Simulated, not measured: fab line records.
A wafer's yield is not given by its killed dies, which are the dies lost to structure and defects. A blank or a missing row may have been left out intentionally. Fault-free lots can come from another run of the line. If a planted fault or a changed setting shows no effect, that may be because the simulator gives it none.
A lot that was struck, set against a sound lot ; flow sky130 ; 15 out of 708 route steps
Sound: the wafers L958.2, L958.3, L958.5. Wafers struck: L956.1, L956.4, L956.6. At the end, the cause is stated.
Each step with rows lists, per side, the tool, then ch with its chambers, then its first start. Under that, the readings that differ: sound wafers ; struck wafers ; difference of the means ; sigmas: that difference in standard deviations of wafers without a fault.
alike: words and numbers the same on both sides, and readings whose means are apart by under 2 such deviations; not compared: readings that were withheld, readings missing a value for some wafer, numbers with overlapping values and no deviation given by the record, and bounds like >300 which may hide the same value.
The two part at a step that has a row with sigmas, a row that says differs or no value, or rows on one side only. Numbers that have no deviation but don't overlap get no sigmas and don't part them. A reading missing from all wafers of one side parts the sides only when that side holds two or more wafers.

first, 5 steps without rows for these wafers: SKY_LI_CONTACT_COAT_07 (resist thk 450 nm); SKY_LI_CONTACT_SOFTBAKE_08 (time 90 s); SKY_LI_CONTACT_EXPOSE_09 (exposes mask LICM1, target cd 170 nm); SKY_LI_CONTACT_PEB_10; SKY_LI_CONTACT_DEVELOP_11 (develop time 60 s).
SKY_LI_CONTACT_CD_MEAS_12: the cd target is 170 nm.
  sound on cd sem-01, day 35 06:31; struck on cd sem-01, day 34 12:13
  alike: cd nm
SKY_LI_CONTACT_OVL_MEAS_13:
  sound on overlay-01, day 35 06:37; struck on overlay-01, day 34 12:20
  alike: LI_CONTACT_OVL
SKY_LI_CONTACT_ETCH_14: etches BARC in N2/H2, stops on SiO2, time 45.9 s, target depth 60 nm.
  sound on rie diel-04 ch 2,3, day 35 06:38; struck on rie diel-02 ch 0,1, day 34 12:23
  alike: drypump motor current A, oes product au, rf fwd power W, throttle valve pct
  not compared: rf hours counter h
SKY_LI_CONTACT_ETCH_15: etches PSG in C4F8/O2/Ar, stops on Si, target depth 600 nm.
  sound on rie diel-04 ch 2,3, day 35 06:41; struck on rie diel-02 ch 0,1, day 34 12:25
reading;sound;struck;difference;sigmas
rf fwd power W (W);1485 1486 1483;1503 1499 1496;+15;+3
  alike: oes product au
SKY_LI_CONTACT_STRIP_16: strips in O2/N2.
  sound on plasma asher-02 ch 0,1, day 35 06:46; struck on plasma asher-02 ch 0,1, day 34 12:31
  alike: drypump motor current A, oes product au, strip time to endpoint s
  not compared: rf hours counter h
then, 2 steps without rows for these wafers: SKY_LI_CONTACT_CLEAN_17 (cleans in NMP, time 600 s); SKY_LI_CONTACT_PRE_CLEAN_18 (time 5.6 s).
SKY_LI_CONTACT_SPUTTER_19: material Ti, target thk 20 nm, time 106.37 s.
  sound on pvd sputter-01, day 35 07:04; struck on pvd sputter-04, day 34 12:48
  no value came back on the struck wafers for cathode dc power W (W), chamber pressure pa (Pa), throttle valve pct (%); on the sound wafers cathode dc power W (W) reads 2499.8 2500.3 2499.4
SKY_LI_CONTACT_SPUTTER_20: material TiN, target thk 20 nm, time 80 s.
  sound on pvd sputter-01, day 35 07:08; struck on pvd sputter-04, day 34 12:53
  alike: cathode dc power W, chamber pressure pa, throttle valve pct
-- here the record skips 15 days between the struck wafers' starts before and after, leaving off in module LI_CONTACT and picking up in module PAD_OPEN (first step shown: number 708 of the route) --
SKY_PAD_OPEN_PROBE_99:
  the record has rows for the struck wafers here (prober-02, day 49 16:40) and none for the sound ones

## WHERE THEY PART
Last at SKY_PAD_OPEN_PROBE_99 as far as this record goes, first at SKY_LI_CONTACT_ETCH_15.

WHY: what had been put in by the simulator
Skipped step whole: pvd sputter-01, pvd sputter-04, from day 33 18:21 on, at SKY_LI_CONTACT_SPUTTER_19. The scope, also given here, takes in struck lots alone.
